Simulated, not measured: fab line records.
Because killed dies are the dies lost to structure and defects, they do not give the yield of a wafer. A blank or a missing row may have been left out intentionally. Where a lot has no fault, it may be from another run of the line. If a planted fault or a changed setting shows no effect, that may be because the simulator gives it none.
A struck lot beside a sound one :: flow sfq line :: 43 steps out of a route of 325
Sound: wafers L330.3, L330.4, L330.6. Struck: wafers L322.2, L322.3, L322.6. The cause comes at the end.
Order at every step that has rows: each side's tool, ch and its chambers, its first start. Under that, the readings that differ: sound wafers :: struck wafers :: difference of the means :: sigmas: that difference in standard deviations of wafers without a fault.
alike: words and numbers the same on both sides, and readings whose means are apart by under 2 such deviations; not compared: readings that were withheld, readings missing a value for some wafer, numbers with overlapping values and no deviation given by the record, and bounds like >300 which may hide the same value.
Wherever a step has rows on one side only, a row that says differs or no value, or a row with sigmas, the two part there. Numbers that have no deviation but don't overlap get no sigmas and don't part them. A reading missing from all wafers of one side parts the sides only when that side holds two or more wafers.

first, 6 steps without rows for these wafers: SFQ_TRILAYER_M4_LITHO_COAT_098 (resist thk 62 nm); SFQ_TRILAYER_M4_LITHO_COAT_093 (resist thk 600 nm); SFQ_TRILAYER_M4_LITHO_SOFTBAKE_097; SFQ_TRILAYER_M4_LITHO_EXPOSE_094 (exposes mask M4, target cd 500 nm); SFQ_TRILAYER_M4_LITHO_PEB_096 (peb time 60 s); SFQ_TRILAYER_M4_LITHO_DEVELOP_095 (time 60 s).
SFQ_M4_OVL_MEAS_926:
  sound on overlay-01, day 62 18:47; struck on overlay-02, day 60 04:01
  alike: M4_OVL
then, 5 steps without rows for these wafers: SFQ_TRILAYER_M4_BARC_OPEN_METAL_ETCH_123 (etches BARC in O2, target depth 125 nm, time 41.7 s); SFQ_TRILAYER_M4_ETCH_METAL_ETCH_096 (etches Nb in Cl2/Ar, stops on SiO2, target depth 240 nm, time 120 s); SFQ_TRILAYER_M4_STRIP_STRIP_097 (strips in O2); SFQ_TRILAYER_M4_STRIP_SOLV_CLEAN_098 (cleans in NMP, time 600 s); SFQ_TRILAYER_I4_DEP_PECVD_099 (deposits SiO2 from SiH4/N2O, time 111.11 s, target thk 500 nm).
SFQ_TRILAYER_I4_CMP_CMP_100: polishes SiO2.
  sound on cmp-02 ch 0,1,2, day 62 23:07; struck on cmp-01 ch 0,1,2, day 60 06:46
  no value came back on the struck wafers for any of 5 readings (edge zone pressure frac, head pressure psi (psi) and others); on the sound wafers edge zone pressure frac reads 1.003 1.002 1.000
reading: model.SiO2_of_TRILAYER_I4_DEP_PECVD_099.thk nm (nm)
sound: 200.2 198.9 199.3
struck: 491.1 495.8 502.6
difference: +297.0
sigmas: 
SFQ_I4_BOW_MEAS_927:
  sound on film metro-01, day 63 01:39; struck on film metro-03, day 60 09:17
  alike: I4_BOW
SFQ_TRILAYER_I4_METRO_MEASURE_101:
  sound on film metro-01, day 63 02:08; struck on film metro-03, day 60 09:35
reading: thk nm (nm)
sound: 200.3 199.1 199.3
struck: 491.2 495.7 503.1
difference: +297.1
sigmas: +99 or more
then, 6 steps without rows for these wafers: SFQ_TRILAYER_I4_VIA_LITHO_COAT_108 (resist thk 62 nm); SFQ_TRILAYER_I4_VIA_LITHO_COAT_103 (resist thk 650 nm); SFQ_TRILAYER_I4_VIA_LITHO_SOFTBAKE_107; SFQ_TRILAYER_I4_VIA_LITHO_EXPOSE_104 (exposes mask I4, target cd 700 nm); SFQ_TRILAYER_I4_VIA_LITHO_PEB_106 (peb time 60 s); SFQ_TRILAYER_I4_VIA_LITHO_DEVELOP_105 (time 60 s).
SFQ_I4_OVL_MEAS_928:
  sound on overlay-01, day 66 13:28; struck on overlay-01, day 60 13:41
  alike: I4_OVL
SFQ_TRILAYER_I4_VIA_BARC_OPEN_VIA_ETCH_146: etches BARC in O2, target depth 125 nm, time 41.7 s.
  sound on rie diel-02 ch 1,3, day 66 13:29; struck on rie diel-04 ch 0,1, day 60 13:43
  alike: bias w, drypump motor current A, oes product au
  not compared: rf hours counter h
SFQ_TRILAYER_I4_VIA_ETCH_VIA_ETCH_106: etches SiO2 in CHF3, stops on Nb, target depth 260 nm.
  sound on rie diel-02 ch 1,3, day 66 13:31; struck on rie diel-04 ch 0,1, day 60 13:45
reading: oes product au (a.u.)
sound: 0.857 0.843 0.853
struck: 1.623 1.628 1.637
difference: +0.778
sigmas: +99 or more

reading: model.etch.depth nm (nm)
sound: 200.2 198.9 199.3
struck: 259.4 260 261.4
difference: +60.8
sigmas: 

reading: model.I4.feature depth nm (nm)
sound: 200.2 198.9 199.3
struck: 259.4 260 261.4
difference: +60.8
sigmas: 
  alike: bias w, drypump motor current A
SFQ_TRILAYER_I4_VIA_STRIP_STRIP_107: strips in O2.
  sound on rie metal-03 ch 0,1, day 66 13:50; struck on rie metal-03 ch 0,1, day 60 13:52
  alike: drypump motor current A, oes product au
  not compared: rf hours counter h
then, 3 steps without rows for these wafers: SFQ_TRILAYER_I4_VIA_STRIP_SOLV_CLEAN_108 (cleans in NMP, time 600 s); SFQ_TRILAYER_JJ_TRILAYER_DEP_PRE_CLEAN_113 (time 22.5 s); SFQ_TRILAYER_JJ_TRILAYER_DEP_SPUTTER_109 (material Nb, target thk 150 nm, time 100 s).
SFQ_TRILAYER_JJ_TRILAYER_DEP_SPUTTER_110: material Al, target thk 8 nm, time 10 s.
  sound on pvd sputter-04, day 66 14:31; struck on pvd sputter-04, day 60 14:44
  alike: throttle valve pct
then, 2 steps without rows for these wafers: SFQ_TRILAYER_JJ_TRILAYER_DEP_AL_OXIDATION_111 (oxidation time 600 s); SFQ_TRILAYER_JJ_TRILAYER_DEP_SPUTTER_112 (material Nb, target thk 170 nm, time 113.3 s).
SFQ_JJ_RS_MEAS_929: the measuring method here is four-point-probe.
  sound on film metro-03, day 66 15:39; struck on film metro-01, day 60 15:52
  alike: JJ_NB_RS
then, 6 steps without rows for these wafers: SFQ_TRILAYER_JJ_CE_LITHO_COAT_119 (resist thk 62 nm); SFQ_TRILAYER_JJ_CE_LITHO_COAT_114 (resist thk 600 nm); SFQ_TRILAYER_JJ_CE_LITHO_SOFTBAKE_118; SFQ_TRILAYER_JJ_CE_LITHO_EXPOSE_115 (exposes mask J5, target cd 700 nm); SFQ_TRILAYER_JJ_CE_LITHO_PEB_117 (peb time 60 s); SFQ_TRILAYER_JJ_CE_LITHO_DEVELOP_116 (time 60 s).
-- the record jumps here: 4 days lie between the struck wafers' starts before and after --
SFQ_JJ_OVL_MEAS_931:
  sound on overlay-01, day 66 18:11; struck on overlay-01, day 65 01:27
  alike: J5_OVL
SFQ_TRILAYER_JJ_CE_METRO_MEASURE_117:
  sound on cd sem-01, day 66 18:36; struck on cd sem-01, day 65 01:41
reading: cd nm (nm)
sound: 700.0 700.1 701.0
struck: 697.6 696.1 698.2
difference: -3.1
sigmas: -3
SFQ_TRILAYER_JJ_CE_BARC_OPEN_RIE_150: chemistry O2, target BARC, target depth 240 nm, time 80 s.
  sound on rie metal-03 ch 0,1, day 66 19:26; struck on rie metal-04 ch 1, day 65 02:41
  alike: bias w, drypump motor current A, oes product au
  not compared: rf hours counter h
-- the record jumps here: 3 days lie between the struck wafers' starts before and after --
SFQ_TRILAYER_M5_ETCH_METAL_ETCH_126: etches Nb in Cl2/BCl3, stops on SiO2, time 203.2 s, target depth 265 nm.
  sound on rie metal-02 ch 0,1, day 70 18:58; struck on rie metal-04 ch 1, day 68 13:55
reading: model.SiO2_of_TRILAYER_I4_DEP_PECVD_099.thk nm (nm)
sound: 180.4 179 179.5
struck: 471 475.7 482.5
difference: +297
sigmas: 
  alike: bias w, drypump motor current A, oes product au
  not compared: rf hours counter h
-- the record jumps here: 19 days lie between the struck wafers' starts before and after --
SFQ_M8_BOW_MEAS_951:
  sound on film metro-01, day 96 12:33; struck on film metro-02, day 87 09:16
reading: model.etest.i4.link ohm
sound: 2.192 2.178 2.157
struck: 1e+06 1e+06 1e+06
difference: +1e+06
sigmas: 
  alike: M8_BOW

WHERE THEY PART
At SFQ_TRILAYER_I4_CMP_CMP_100 first; at SFQ_TRILAYER_JJ_CE_METRO_MEASURE_117 last (within this record only). Later steps at which nothing parts them and some readings are alike: SFQ_TRILAYER_JJ_CE_BARC_OPEN_RIE_150, SFQ_TRILAYER_M5_ETCH_METAL_ETCH_126, SFQ_M8_BOW_MEAS_951.

WHY: what the simulator had put in
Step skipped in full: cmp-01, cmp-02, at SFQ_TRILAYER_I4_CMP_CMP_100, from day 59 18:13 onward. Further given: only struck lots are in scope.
